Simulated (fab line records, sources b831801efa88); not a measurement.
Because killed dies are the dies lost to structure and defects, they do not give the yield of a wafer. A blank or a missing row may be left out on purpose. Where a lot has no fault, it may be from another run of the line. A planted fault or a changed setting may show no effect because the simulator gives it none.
Shared-tool check	flow gf180mcu	13 lots and 39 wafers in the sample

THE REASON FOR OPENING IT
On 3 of the 13 lots, a flag is raised at GF_HV_LDD_CD_MEAS_07 on the reading cd-nm. Wafers without a fault read 399.8 nm, standard deviation 2.1.
Rule: a lot is flagged in two cases, either no wafer of it has a number, or all its wafers with numbers fall more than 4 standard deviations from that mean. As for the other lots, they are considered sound.

lot	measured	on	cd-nm (nm), wafer by wafer	flag
L139	day 10 00:18	cd-sem-01	400.1 404.5 401.8	
L140	day 10 06:13	cd-sem-02	396.4 394.6 395.5	
L142	day 10 21:53	cd-sem-01	401.0 399.5 398.9	
L144	day 11 19:39	cd-sem-02	397.8 398.1 399.0	
L146	day 12 05:49	cd-sem-01	398.0 399.6 398.4	
L147	day 12 13:42	cd-sem-01	399.5 400.0 398.3	
L149	day 13 04:44	cd-sem-02	401.1 402.8 400.0	
L154	day 14 18:53	cd-sem-02	396.9 397.0 397.6	
L156	day 15 04:22	cd-sem-01	397.8 397.0 395.5	
L157	day 15 17:42	cd-sem-01	420.0 421.4 419.9	FLAGGED
L158	day 15 19:42	cd-sem-02	421.3 417.9 420.8	FLAGGED
L160	day 16 12:11	cd-sem-02	399.8 401.8 400.4	
L162	day 17 02:19	cd-sem-01	418.7 420.3 421.6	FLAGGED
The numbers of the flagged lots are 420.2 nm on average: +20.4 nm against the usual, or +10 standard deviations.

LOT BY LOT: THE TOOL USED
2 process steps preceding the reading are held in the record, out of 602 steps in the route. In each cell: the tool, then ch and the chambers that the sampled wafers went through, then the start.
lot	flag	GF_POLY_GATE_ETCH_13	GF_HV_LDD_DEVELOP_06
L139		rie-si-01 ch 0,1,2, day 9 04:36	litho-track-02 ch 0, day 10 00:10
L140		rie-si-02 ch 0,1,3, day 9 11:06	litho-track-04 ch 0, day 10 06:05
L142		rie-si-01 ch 1,2,3, day 10 02:20	litho-track-03 ch 0, day 10 21:44
L144		rie-si-01 ch 0,1,2, day 10 22:56	litho-track-02 ch 0, day 11 19:31
L146		rie-si-01 ch 0,1,3, day 11 08:27	litho-track-02 ch 0, day 12 05:41
L147		rie-si-01 ch 1,2, day 11 16:58	litho-track-04 ch 0, day 12 13:33
L149		rie-si-02 ch 0,2,3, day 12 07:30	litho-track-03 ch 0, day 13 04:35
L154		rie-si-02 ch 0,1,3, day 13 18:11	litho-track-02 ch 0, day 14 17:11
L156		rie-si-02 ch 0,1,2, day 14 06:42	litho-track-03 ch 0, day 15 04:13
L157	FLAGGED	rie-si-01 ch 0,3, day 14 18:20	litho-track-02 ch 0, day 15 17:34
L158	FLAGGED	rie-si-01 ch 0,1, day 14 19:51	litho-track-02 ch 0, day 15 19:34
L160		rie-si-02 ch 0,1,2, day 15 12:34	litho-track-03 ch 0, day 16 12:02
L162	FLAGGED	rie-si-01 ch 1,2, day 16 03:06	litho-track-02 ch 0, day 17 02:11
These steps, and what they do:
- GF_POLY_GATE_ETCH_13: etches poly-Si in HBr/Cl2, stops on SiO2, target depth 198.5 nm, time 69.6 s.
- GF_HV_LDD_DEVELOP_06: develop time 60 s.
- GF_HV_LDD_CD_MEAS_07: target cd 400 nm.

FLAGGED AGAINST TOTAL, ONE TOOL AT A TIME (gauges that did the reading follow at the end)
step	tool	lots run	flagged	share of the flagged lots	sound lots run after its first flagged lot
GF_POLY_GATE_ETCH_13	rie-si-01	8	3	all	0
GF_POLY_GATE_ETCH_13	rie-si-02	5	0	none	-
GF_HV_LDD_DEVELOP_06	litho-track-02	7	3	all	0
GF_HV_LDD_DEVELOP_06	litho-track-03	4	0	none	-
GF_HV_LDD_DEVELOP_06	litho-track-04	2	0	none	-
GF_HV_LDD_CD_MEAS_07	cd-sem-01	7	2	some	0
GF_HV_LDD_CD_MEAS_07	cd-sem-02	6	1	some	1 (L160)

WHAT THE TABLE ALLOWS
rie-si-01 at GF_POLY_GATE_ETCH_13 and litho-track-02 at GF_HV_LDD_DEVELOP_06 are the 2 rows of the table that ran each flagged lot.
- rie-si-01 at GF_POLY_GATE_ETCH_13 ran 8 lots, 3 of them flagged. Last sound lot L147 at day 11 16:58, first flagged lot L157 at day 14 18:20; a fault beginning in between fits.
- litho-track-02 at GF_HV_LDD_DEVELOP_06 ran 7 lots, 3 of them flagged. Last sound lot L154 at day 14 17:11, first flagged lot L157 at day 15 17:34; a fault beginning in between fits.
A lot count leaves these 2 tools indistinguishable: every one of them fits a fault beginning at some hour. More lots, or a look at what each step does to the wafer, might.

WHAT THE SIMULATOR HAD PUT IN
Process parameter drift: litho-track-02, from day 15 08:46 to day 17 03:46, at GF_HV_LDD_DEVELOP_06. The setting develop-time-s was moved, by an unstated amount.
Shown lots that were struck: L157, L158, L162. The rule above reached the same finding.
